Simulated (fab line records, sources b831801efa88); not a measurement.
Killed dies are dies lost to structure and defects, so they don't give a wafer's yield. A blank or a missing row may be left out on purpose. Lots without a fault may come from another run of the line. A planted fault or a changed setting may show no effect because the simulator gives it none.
Which tool did it? | flow sky130 | 11 lots, 33 wafers sampled, at 5 steps of a route of 708

WHAT THE GAUGES READ, wafer by wafer
SKY_VT_ADJUST_PCH_TW_MEAS_10.
lot  | measured     | on            | VT_ADJUST_PCH_TW
L783 | day 10 12:39 | film_metro-04 | 142.6 143.1 143.6
L785 | day 11 09:30 | film_metro-04 | 143.2 143.8 142.6
L786 | day 11 16:11 | film_metro-02 | 145.1 145.4 146.3
L788 | day 12 10:40 | film_metro-01 | 143.4 143.1 142.1
L792 | day 13 15:56 | film_metro-02 | 146.2 146.6 145.9
L794 | day 14 07:36 | film_metro-01 | 141.8 142.7 141.8
L795 | day 14 15:41 | film_metro-04 | 141.4 142.4 142.0
L800 | day 16 00:48 | film_metro-01 | 143.1 143.2 142.7
L801 | day 16 08:49 | film_metro-01 | 143.7 142.9 142.4
L803 | day 17 01:53 | film_metro-04 | 143.8 144.2 143.9
L804 | day 17 13:02 | film_metro-01 | 141.6 142.0 141.2

SKY_SONOS_ONO_THK_MEAS_01.
lot  | measured     | on            | SONOS_ONO_OXIDATION_THK (nm)
L783 | day 11 16:20 | film_metro-02 | 2.62 2.59 2.64
L785 | day 12 12:56 | film_metro-03 | 2.58 2.59 2.64
L786 | day 12 20:31 | film_metro-03 | 2.50 2.53 2.54
L788 | day 13 15:47 | film_metro-04 | 2.63 2.68 2.66
L792 | day 14 20:46 | film_metro-03 | 2.30 2.25 2.25
L794 | day 15 12:25 | film_metro-03 | 2.21 2.17 2.25
L795 | day 15 20:11 | film_metro-03 | 2.71 2.64 2.68
L800 | day 17 10:28 | film_metro-02 | 2.70 2.69 2.70
L801 | day 17 16:16 | film_metro-03 | 2.78 2.73 2.64
L803 | day 18 10:04 | film_metro-03 | 2.66 2.62 2.70
L804 | day 18 20:49 | film_metro-04 | 2.69 2.57 2.66

SKY_SONOS_ONO_THK_MEAS_03.
lot  | measured     | on            | SONOS_ONO_CVD_02_THK (nm)
L783 | day 11 17:58 | film_metro-04 | 10.54 10.45 10.64
L785 | day 12 14:44 | film_metro-03 | 10.22 10.29 10.29
L786 | day 12 21:56 | film_metro-04 | 10.57 10.54 10.51
L788 | day 13 18:14 | film_metro-02 | 10.50 10.52 10.63
L792 | day 14 21:52 | film_metro-04 | 10.70 10.70 10.64
L794 | day 15 13:32 | film_metro-04 | 10.42 10.39 10.30
L795 | day 15 21:18 | film_metro-03 | 10.54 10.63 10.62
L800 | day 17 11:35 | film_metro-04 | 10.40 10.30 10.52
L801 | day 17 21:55 | film_metro-03 | 10.67 10.64 10.73
L803 | day 18 13:59 | film_metro-03 | 10.65 10.53 10.60
L804 | day 18 23:05 | film_metro-03 | 10.33 10.40 10.49

WHICH TOOL RAN EACH LOT (tool, then ch and the chambers of the sampled wafers, then the start)
lot  | SKY_VT_ADJUST_LVTN_STRIP_09          | SKY_SONOS_ONO_OXIDATION_00
L783 | plasma_asher-04 ch 0,1, day 6 23:17  | furnace-02 ch 0, day 11 14:59
L785 | plasma_asher-04 ch 0,1, day 7 17:41  | furnace-01 ch 0, day 12 11:35
L786 | plasma_asher-01 ch 0,1, day 7 22:50  | furnace-01 ch 0, day 12 19:10
L788 | plasma_asher-04 ch 0,1, day 8 14:44  | furnace-01 ch 0, day 13 14:25
L792 | plasma_asher-02 ch 0,1, day 9 15:44  | furnace-01 ch 0, day 14 19:25
L794 | plasma_asher-02 ch 0,1, day 10 04:39 | furnace-01 ch 0, day 15 11:04
L795 | plasma_asher-01 ch 0,1, day 10 11:32 | furnace-02 ch 0, day 15 18:50
L800 | plasma_asher-04 ch 0,1, day 11 17:36 | furnace-02 ch 0, day 17 09:08
L801 | plasma_asher-01 ch 1, day 11 23:56   | furnace-02 ch 0, day 17 14:55
L803 | plasma_asher-04 ch 0,1, day 12 13:51 | furnace-01 ch 0, day 18 08:43
L804 | plasma_asher-02 ch 0,1, day 12 23:06 | furnace-02 ch 0, day 18 19:27
- SKY_VT_ADJUST_LVTN_STRIP_09: strips in O2/N2.
- SKY_SONOS_ONO_OXIDATION_00: stabilise 600 s, purge 300 s, target thk 2.6 nm.

WHAT THE TOOLS THEMSELVES READ (means of the sampled wafers that have a number; where no wafer has one, the mark that the record gives instead)
SKY_VT_ADJUST_LVTN_STRIP_09.
lot  | tool            | chamber_pressure_mTorr (mTorr) | drypump_motor_current_A (A) | oes_product_au (a.u.) | strip_time_to_endpoint_s (s)
L783 | plasma_asher-04 | 1500.5                         | 5.7                         | 0.729                 | 36.93
L785 | plasma_asher-04 | 1499.8                         | 5.7                         | 0.723                 | 36.84
L786 | plasma_asher-01 | 1501.4                         | 5.3                         | 0.727                 | 36.91
L788 | plasma_asher-04 | 1498.6                         | 6.0                         | 0.727                 | 36.93
L792 | plasma_asher-02 | 1500.0                         | 5.9                         | 0.725                 | 36.97
L794 | plasma_asher-02 | 1500.4                         | 6.1                         | 0.720                 | 36.92
L795 | plasma_asher-01 | 1500.1                         | 5.2                         | 0.721                 | 36.84
L800 | plasma_asher-04 | 1498.4                         | 5.7                         | 0.719                 | 36.79
L801 | plasma_asher-01 | 1500.9                         | 5.5                         | 0.722                 | 36.82
L803 | plasma_asher-04 | 1500.3                         | 5.7                         | 0.723                 | 36.93
L804 | plasma_asher-02 | 1499.3                         | 5.9                         | 0.718                 | 36.84

SKY_SONOS_ONO_OXIDATION_00.
lot  | tool       | spike_tc_bottom_C (C) | spike_tc_centre_C (C) | spike_tc_lower_C (C) | spike_tc_top_C (C) | spike_tc_upper_C (C) | tube_center_temp_C (C) | tube_center_temp_C_max | zone_power_upper_pct (%)
L783 | furnace-02 | 819.0                 | 800.4                 | 800.4                | 815.3              | 801.1                | 800                    | 802.3                  | 14.2
L785 | furnace-01 | 818.0                 | 800.2                 | 800.2                | 815.1              | 798.0                | 800                    | 801.9                  | 15.0
L786 | furnace-01 | 817.2                 | 801.1                 | 800.2                | 814.8              | 798.8                | 800                    | 802.2                  | 15.0
L788 | furnace-01 | 818.3                 | 800.7                 | 799.0                | 813.7              | 798.6                | 800                    | 802.5                  | 15.0
L792 | furnace-01 | 808.4                 | 790.2                 | 790.7                | 804.9              | 787.7                | 790                    | 791.9                  | 14.7
L794 | furnace-01 | 808.8                 | 789.8                 | 790.5                | 805.2              | 789.0                | 790                    | 792.2                  | 14.8
L795 | furnace-02 | 819.1                 | 800.0                 | 800.4                | 815.2              | 802.1                | 800                    | 802.1                  | 14.2
L800 | furnace-02 | 818.7                 | 800.4                 | 800.5                | 815.6              | 801.9                | 800                    | 802.2                  | 14.3
L801 | furnace-02 | 819.2                 | 801.3                 | 799.4                | 815.4              | 801.8                | 800                    | 802.0                  | 14.2
L803 | furnace-01 | 817.2                 | 800.1                 | 800.0                | 815.0              | 797.4                | 800                    | 802.1                  | 14.9
L804 | furnace-02 | 819.0                 | 801.8                 | 799.7                | 815.0              | 801.5                | 800                    | 801.9                  | 14.2

THE ANSWER, worked out from the rows above alone
Rule: what is usual is taken from the lots themselves. Put in order of their means at a reading, lots are off if they are a third of the lots or fewer, leave a main group of 4 or more, and stand apart from it by a gap of 3 or more times the standard deviation of the main group's means; of several such gaps the widest counts. A main group whose means are all the same, to the digits that the tables above print for the reading, isn't used. A lot without any number at a reading at which 4 lots or more have one is off too. The other lots that the step has rows for count as sound. The gauges are gone through in route order, then the tools' own readings, and for those a lot's mean is taken as printed above. The first step at which some lot is off is used, and at that step the reading that is off furthest; a lot without a number counts as furthest.
Off: L792, L794, at SKY_SONOS_ONO_THK_MEAS_01 (SONOS_ONO_OXIDATION_THK). The main group: mean 2.64 nm, standard deviation 0.054.
A tool fits if, at a process step before that reading, it ran every lot that is off, and no sound lot after the first of them. The gauges at SKY_SONOS_ONO_THK_MEAS_01 aren't tried: what is off there is off at SKY_SONOS_ONO_OXIDATION_00 too, on other tools, and a gauge's error can't cause that. None of those tried fits.

WHAT THE SIMULATOR HAD PUT IN
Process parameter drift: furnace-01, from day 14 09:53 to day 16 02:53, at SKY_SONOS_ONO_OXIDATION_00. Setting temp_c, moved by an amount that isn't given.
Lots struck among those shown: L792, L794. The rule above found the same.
